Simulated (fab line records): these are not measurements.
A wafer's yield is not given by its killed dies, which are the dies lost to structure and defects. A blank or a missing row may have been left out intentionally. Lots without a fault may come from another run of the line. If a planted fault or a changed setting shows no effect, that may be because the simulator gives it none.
2 desks looking at one fault / flow gf180mcu / each desk has only its own numbers; what lay behind them comes last

METROLOGY DESK
Lot by lot, what the gauges showed, no matter which tool ran the lot: averages of those sampled wafers that carry a number. Any lot whose mean is over 4 standard deviations away from the usual mean is out of limits and marked OUT; that distance is given in the brackets.
Columns: A = VT_IMPLANT_01_OVL at GF_VT_IMPLANT_OVL_MEAS_18, usual -1.9 nm; B = MVSD_RS at GF_VT_IMPLANT_RS_MEAS_46, usual 456.1 ohm/sq; C = HV_LDD_02_OVL at GF_HV_LDD_OVL_MEAS_32, usual -0.2 nm; D = HV_LDD_3_TW at GF_HV_LDD_TW_MEAS_38, usual 1448
lot=L852; first seen here=day 6 06:54; A=-3.2; B=457.0; C=-1.2; D=1461
lot=L853; first seen here=day 6 10:37; A=-2.6; B=456.6; C=-0.1; D=1459
lot=L854; first seen here=day 6 17:51; A=-0.1; B=456.0; C=-2.2; D=1452
lot=L855; first seen here=day 7 01:11; A=-1.6; B=455.1; C=1.5; D=1433
lot=L856; first seen here=day 7 12:53; A=-1.9; B=456.4; C=-0.2; D=1459
lot=L857; first seen here=day 7 19:17; A=-0.3; B=455.2; C=-1.2; D=1430
lot=L858; first seen here=day 7 22:26; A=-3.9; B=455.7; C=-0.3; D=1430
lot=L859; first seen here=day 8 04:05; A=-1.2; B=457.1; C=-0.6; D=1448
lot=L860; first seen here=day 8 11:13; A=-2.9; B=455.5; C=0.6; D=30 (-99 or more) OUT
lot=L862; first seen here=day 8 22:47; A=-1.4; B=456.3; C=0.5; D=30 (-99 or more) OUT
lot=L871; first seen here=day 11 08:59; A=-0.1; B=456.7; C=-0.8; D=1428
lot=L872; first seen here=day 11 14:38; A=0.8; B=456.3; C=0.9; D=1456
lot=L873; first seen here=day 11 20:17; A=-1.2; B=456.7; C=-0.3; D=1427
lot=L874; first seen here=day 12 01:08; A=-2.8; B=455.4; C=-0.5; D=1438
Per this desk, out of limits: L860, L862; the first was L860, day 14 15:37 (HV_LDD_3_TW at GF_HV_LDD_TW_MEAS_38). In limits: L852, L853, L854, L855, L856, L857, L858, L859, L871, L872, L873, L874.

AT THE TOOL OWNER'S DESK: litho-track-01
The tool's own readings at GF_HV_LDD_DEVELOP_30 (develop time 60 s): means of the sampled wafers that have a number, for each lot that ran on this tool. Any lot whose mean is over 4 standard deviations away from the usual mean is out of limits and marked OUT; that distance is given in the brackets.
Columns: A = developer-temp-C at GF_HV_LDD_DEVELOP_30, usual 23.02 C
lot=L852; first seen here=day 11 14:28; A=22.87
lot=L857; first seen here=day 13 16:32; A=23.09
lot=L859; first seen here=day 13 23:55; A=23.15
lot=L860; first seen here=day 14 14:38; A=23.00
lot=L862; first seen here=day 14 22:10; A=23.04
lot=L872; first seen here=day 18 03:59; A=23.00
Result from this desk: across the 6 lots, nothing is out of limits.

PUT TOGETHER
The metrology desk could have raised an alarm at day 14 15:37, on L860, L862.
The tool owner's desk saw nothing out of limits.
Tool owner's desk: L860, L862 on record, inside its limits.
On litho-track-01, each named lot ran GF_HV_LDD_DEVELOP_30.

WHAT THE SIMULATOR HAD INSERTED
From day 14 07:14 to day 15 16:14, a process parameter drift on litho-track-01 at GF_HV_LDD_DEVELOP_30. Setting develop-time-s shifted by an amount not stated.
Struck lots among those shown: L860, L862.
Time in hours between the start of the fault and the first out-of-limits reading at each desk: metrology desk, 8.
